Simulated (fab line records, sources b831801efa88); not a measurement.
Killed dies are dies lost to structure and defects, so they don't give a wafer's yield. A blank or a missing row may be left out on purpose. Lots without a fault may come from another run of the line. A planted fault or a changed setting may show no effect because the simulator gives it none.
Chamber matching | flow gf180mcu | GF_V4_CMP_04 on cmp-02: 4 sister chambers
The step polishes SiO2. 4 wafers are shown with their chamber, then 7 later ones without.

WAFERS WITH THEIR CHAMBER
wafer  | chamber | motor_current_A (A)
L523.1 | 0       | 15.4
L527.1 | 1       | 8.8
L539.1 | 2       | 12.1
L539.3 | 3       | 10.1

WAFERS WITHOUT THEIR CHAMBER
wafer  | motor_current_A (A)
L539.6 | 9.1
L540.1 | 8.9
L540.2 | 12.2
L540.4 | 10.9
L544.4 | 14.0
L544.5 | 10.8
L544.6 | 15.4

WHICH CHAMBER EACH WENT THROUGH
wafer  | from the rows above          | in truth
L539.6 | can't be placed: 1 or 3      | 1
L540.1 | can't be placed: 1 or 3      | 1
L540.2 | 2                            | 2
L540.4 | can't be placed: 3 or 2 or 1 | 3
L544.4 | can't be placed: 0 or 2      | 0
L544.5 | can't be placed: 3 or 2 or 1 | 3
L544.6 | 0                            | 0
Placed correctly: 2 of 7. Can't be placed from these rows: 5 (the true chamber is among the candidates in 5). Placed wrongly: 0.
How it was worked out, from the rows above alone: a wafer's distance from a chamber is the root of the sum, over the readings, of the square of ((its reading less the chamber's mean) divided by the reading's scatter). The wafer belongs to the nearest chamber; if the next one is less than 2 further off, it can't be placed. A chamber's mean is the mean of its shown wafers. The scatter: with one shown wafer a chamber, the root of the mean of the squares of how far each hidden wafer lies from its nearest shown one.
